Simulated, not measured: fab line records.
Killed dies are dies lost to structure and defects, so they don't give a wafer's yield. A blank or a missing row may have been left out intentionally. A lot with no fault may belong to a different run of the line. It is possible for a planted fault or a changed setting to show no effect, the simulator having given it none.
A struck lot beside a sound one -- flow sky130 -- 35 steps out of a route of 708
Sound: wafers L200.2, L200.3, L200.4. The struck wafers were L207.1, L207.2, L207.5. The cause comes at the end.
Each step with rows lists, per side, the tool, then ch with its chambers, then its first start. Under that, the readings that differ: sound wafers -- struck wafers -- difference of the means -- sigmas: that difference in standard deviations of wafers without a fault.
alike: readings with means less than 2 such deviations apart, plus words and numbers identical on both sides. not compared: withheld readings, readings lacking a value on some wafer, bounds such as >300 that could conceal the same value, and numbers that have no deviation in the record and whose values overlap.
The two part at a step that has a row with sigmas, a row that says differs or no value, or rows on one side only. Non-overlapping numbers with no deviation appear without sigmas and do not part them. A reading that every wafer of one side lacks parts them only if that side has two wafers or more.

first, 10 steps without rows for these wafers: SKY_CONTACT_ETCH_18 (etches Si3N4 in CHF3/O2, stops on TiN, time 39 s, target depth 75 nm); SKY_CONTACT_STRIP_19 (strips in O2/N2); SKY_CONTACT_STRIP_20 (strips in post etch residue remover, time 1200 s); SKY_CONTACT_CLEAN_21 (cleans in IPA, time 180 s); SKY_CONTACT_CLEAN_22 (cleans in O3/DIW); SKY_CONTACT_SPUTTER_23 (material TiN, target thk 20 nm, time 80 s); SKY_CONTACT_CVD_24 (deposits W, target thk 340 nm, time 102.12 s); SKY_CONTACT_CMP_27 (polishes, stops on SiO2, t overpolish 15 s, target thk 0 nm); SKY_METAL1_SPUTTER_00 (material Ti, target thk 15 nm, time 10 s); SKY_METAL1_SPUTTER_01 (material TiN, target thk 20 nm, time 16.7 s).
SKY_METAL1_SPUTTER_02: material AlCu, target thk 250 nm, time 13.3 s.
  sound: pvd_sputter-03 at day 33 20:32; struck: pvd_sputter-03 at day 35 16:40
  alike: throttle_valve_pct
then, 23 steps without rows for these wafers: SKY_METAL1_SPUTTER_03 (material Ti, target thk 5 nm, time 3.3 s); SKY_METAL1_SPUTTER_04 (material TiN, target thk 70 nm, time 58.3 s); SKY_METAL1_DEHYDRATE_07 (time 60 s); SKY_METAL1_HMDS_08 (prime time 60 s); SKY_METAL1_COAT_09 (resist thk 60 nm); SKY_METAL1_COAT_10 (resist thk 450 nm); SKY_METAL1_SOFTBAKE_11 (time 90 s); SKY_METAL1_EXPOSE_12 (exposes mask MM1, target cd 140 nm); SKY_METAL1_PEB_13; SKY_METAL1_DEVELOP_14 (develop time 60 s); SKY_METAL1_DESCUM_17 (chemistry O2, time 8 s); SKY_METAL1_ETCH_18 (etches BARC in N2/H2, stops on SiO2, time 45.9 s, target depth 60 nm); SKY_METAL1_METAL_ETCH_19 (etches the open film in Cl2/BCl3, stops on SiO2, target depth 360 nm, time 78 s); SKY_METAL1_STRIP_20 (strips in O2/N2); SKY_METAL1_STRIP_21 (strips in post etch residue remover, time 1200 s); SKY_METAL1_CLEAN_22 (cleans in IPA, time 180 s); SKY_METAL1_CLEAN_23 (cleans in O3/DIW); SKY_VIA1_HDPCVD_00 (deposits SiO2, target thk 1030 nm, time 171.7 s); SKY_VIA1_CMP_02 (polishes SiO2); SKY_VIA1_DEHYDRATE_04 (time 60 s); SKY_VIA1_HMDS_05 (prime time 60 s); SKY_VIA1_COAT_06 (resist thk 60 nm); SKY_VIA1_COAT_07 (resist thk 450 nm).
-- the record jumps here: 13 days lie between the struck wafers' starts before and after (it left off in module VIA1 and takes up again in module PAD_OPEN, whose first step shown is number 708 of the route) --
SKY_PAD_OPEN_PROBE_99:
  sound: prober-02 at day 47 13:26; struck: prober-01 at day 48 19:28
reading,sound,struck,difference,sigmas
hold,- - -,await_dispo/5.6h/release await_dispo/5.6h/release await_dispo/5.6h/release,no value on the sound wafers,
killed_at_M0_to_M3,46 52 48,65 82 83,+28,+4
killed_at_front_end,25 17 18,9 11 9,-10,-2
killed_short,47 42 45,34 26 29,-15,-2
sort_bin_3_pad_short (%),0.8 0.6 1.2,1.2 1.4 2.6,+0.9,+2
sort_bin_5_function (%),11.0 10.4 11.0,14.8 15.9 13.6,+4.0,+3
model.etest.tester.sort_n_pass,389 395 401,386 376 381,-14,
model.etest.tester.sort_yield_pct (%),79.06 80.28 81.5,78.46 76.42 77.44,-2.84,
model.etest.tester.sort_bin_5_pct (%),10.98 10.37 10.98,14.84 15.85 13.62,+3.99,
  alike: defect_limited_yield, killed_at_M4_up, killed_at_contacts, killed_at_other, killed_dies, killed_open, sort_bin_6_memory, sort_n_pass, sort_yield_pct
  not compared: model.etest.tester.sort_bin_3_pct

## WHERE THEY PART
SKY_PAD_OPEN_PROBE_99 only, going by this record.

WHY: the cause the simulator had injected
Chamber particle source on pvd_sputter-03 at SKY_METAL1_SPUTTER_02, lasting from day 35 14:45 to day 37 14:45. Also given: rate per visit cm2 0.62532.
